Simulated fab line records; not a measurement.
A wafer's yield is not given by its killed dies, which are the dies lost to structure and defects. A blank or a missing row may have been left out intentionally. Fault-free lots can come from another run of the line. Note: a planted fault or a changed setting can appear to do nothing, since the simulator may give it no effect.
Matching of chambers | flow sky130 | SKY_VIA4_CMP_02 on cmp-01: 4 sister chambers
The step polishes SiO2. 8 wafers are shown with their chamber, then 12 later ones without.

== WAFERS, EACH WITH ITS CHAMBER ==
wafer  | chamber | motor-current-A (A) | retaining-ring-pressure-frac
L085.1 | 0       | 11.9                | 0.996
L085.2 | 1       | 11.5                | 0.998
L087.1 | 1       | 11.1                | 0.998
L087.3 | 0       | 12.8                | 0.994
L087.4 | 2       | 9.0                 | 0.996
L088.4 | 3       | 11.9                | 1.006
L088.5 | 2       | 9.0                 | 0.995
L088.6 | 3       | 12.6                | 0.990

== WAFERS WITH NO CHAMBER GIVEN ==
wafer  | motor-current-A (A) | retaining-ring-pressure-frac
L090.1 | 9.4                 | 0.996
L090.4 | 12.4                | 0.996
L090.6 | 8.8                 | 0.991
L092.2 | 9.5                 | 0.992
L092.3 | 11.2                | 0.998
L092.4 | 12.7                | 0.997
L095.2 | 11.6                | 1.002
L095.3 | 12.4                | 0.994
L095.6 | 11.8                | 1.003
L097.4 | 12.6                | 1.008
L097.5 | 12.7                | 0.998
L097.6 | 12.3                | 1.007

== WHICH CHAMBER EACH ONE RAN IN ==
wafer  | from the rows above          | in truth
L090.1 | 2                            | 2
L090.4 | can't be placed: 0 or 3      | 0
L090.6 | 2                            | 2
L092.2 | 2                            | 2
L092.3 | 1                            | 1
L092.4 | can't be placed: 0 or 3      | 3
L095.2 | can't be placed: 1 or 3 or 0 | 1
L095.3 | can't be placed: 0 or 3      | 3
L095.6 | can't be placed: 3 or 1 or 0 | 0
L097.4 | can't be placed: 3 or 0 or 1 | 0
L097.5 | can't be placed: 0 or 3      | 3
L097.6 | can't be placed: 3 or 0 or 1 | 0
Correct placement for 4 of the 12. Can't be placed from these rows: 8 (the true chamber is among the candidates in 8). 0 placed wrongly.
How it was worked out, from the rows above alone: a wafer's distance from a chamber is the root of the sum, over the readings, of the square of ((its reading less the chamber's mean) divided by the reading's scatter). The wafer belongs to the nearest chamber; if the next one is less than 2 further off, it can't be placed. The mean given for a chamber averages the wafers shown for that chamber. The scatter: the root of (the sum of the squares of (reading less its chamber's mean) over the shown wafers, divided by (wafers less chambers)).
